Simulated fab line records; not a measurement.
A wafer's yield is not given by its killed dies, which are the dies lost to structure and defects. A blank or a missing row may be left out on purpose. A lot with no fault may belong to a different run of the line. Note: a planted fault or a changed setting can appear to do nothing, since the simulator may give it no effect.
The tool behind it: which one?	flow sky130	30 wafers from 10 lots sampled at 2 of the route's 708 steps

== WHAT THE GAUGES SHOWED, per wafer ==
SKY_POLY_GATE_THK_MEAS_04.
lot	measured	on	POLY_GATE_CVD_03_THK (nm)
L701	day 15 04:44	film-metro-02	75.3 75.5 75.3
L702	day 15 10:08	film-metro-02	75.4 75.5 74.9
L703	day 16 02:50	film-metro-03	74.9 74.9 75.2
L704	day 16 11:34	film-metro-03	74.2 74.8 74.2
L705	day 16 22:14	film-metro-03	74.7 74.8 75.4
L712	day 19 21:32	film-metro-03	75.7 75.5 74.8
L714	day 20 07:43	film-metro-03	94.7 99.8 95.0
L713	day 20 07:43	film-metro-01	92.2 88.0 79.7
L723	day 23 10:55	film-metro-03	74.4 74.4 74.2
L724	day 23 12:17	film-metro-01	75.1 74.7 75.0

== EACH LOT AND THE TOOL THAT RAN IT (in order: tool; ch and the chambers of the sampled wafers; start) ==
lot	SKY_POLY_GATE_CVD_03
L701	lpcvd-02 ch 1, day 15 03:22
L702	lpcvd-02 ch 1, day 15 08:46
L703	lpcvd-02 ch 1, day 16 01:28
L704	lpcvd-02 ch 1, day 16 10:12
L705	lpcvd-02 ch 0, day 16 20:52
L712	lpcvd-02 ch 0, day 19 20:09
L714	lpcvd-02 ch 1, day 20 06:22
L713	lpcvd-02 ch 1, day 20 06:22
L723	lpcvd-02 ch 1, day 23 09:33
L724	lpcvd-02 ch 0, day 23 10:55
- SKY_POLY_GATE_CVD_03: deposits Si3N4 from DCS/NH3, target thk 75 nm, time 1290 s.

== THE ANSWER, worked out from the rows above alone ==
Rule: the usual values come from the lots themselves. The widest of any qualifying gaps counts: lots, ordered by their means at a reading, are off when they make up no more than a third of the lots, leave a main group of 4 or more, and stand apart from it by 3 or more times the standard deviation of that group's means. If all means in a main group match to the digits the tables above print for the reading, that group is not used. A lot without any number at a reading at which 4 lots or more have one is off too. All remaining lots with rows at the step are treated as sound.
Off: L714, L713, at SKY_POLY_GATE_THK_MEAS_04 (POLY_GATE_CVD_03_THK). The main group has a mean of 75.0 nm with a standard deviation of 0.37.
A tool fits if, at a process step before that reading, it ran every lot that is off, and no sound lot after the first of them. Gauges at SKY_POLY_GATE_THK_MEAS_04: tried the same way as those tools. Not one of the candidates tried fits.

== WHAT WAS PUT IN BY THE SIMULATOR ==
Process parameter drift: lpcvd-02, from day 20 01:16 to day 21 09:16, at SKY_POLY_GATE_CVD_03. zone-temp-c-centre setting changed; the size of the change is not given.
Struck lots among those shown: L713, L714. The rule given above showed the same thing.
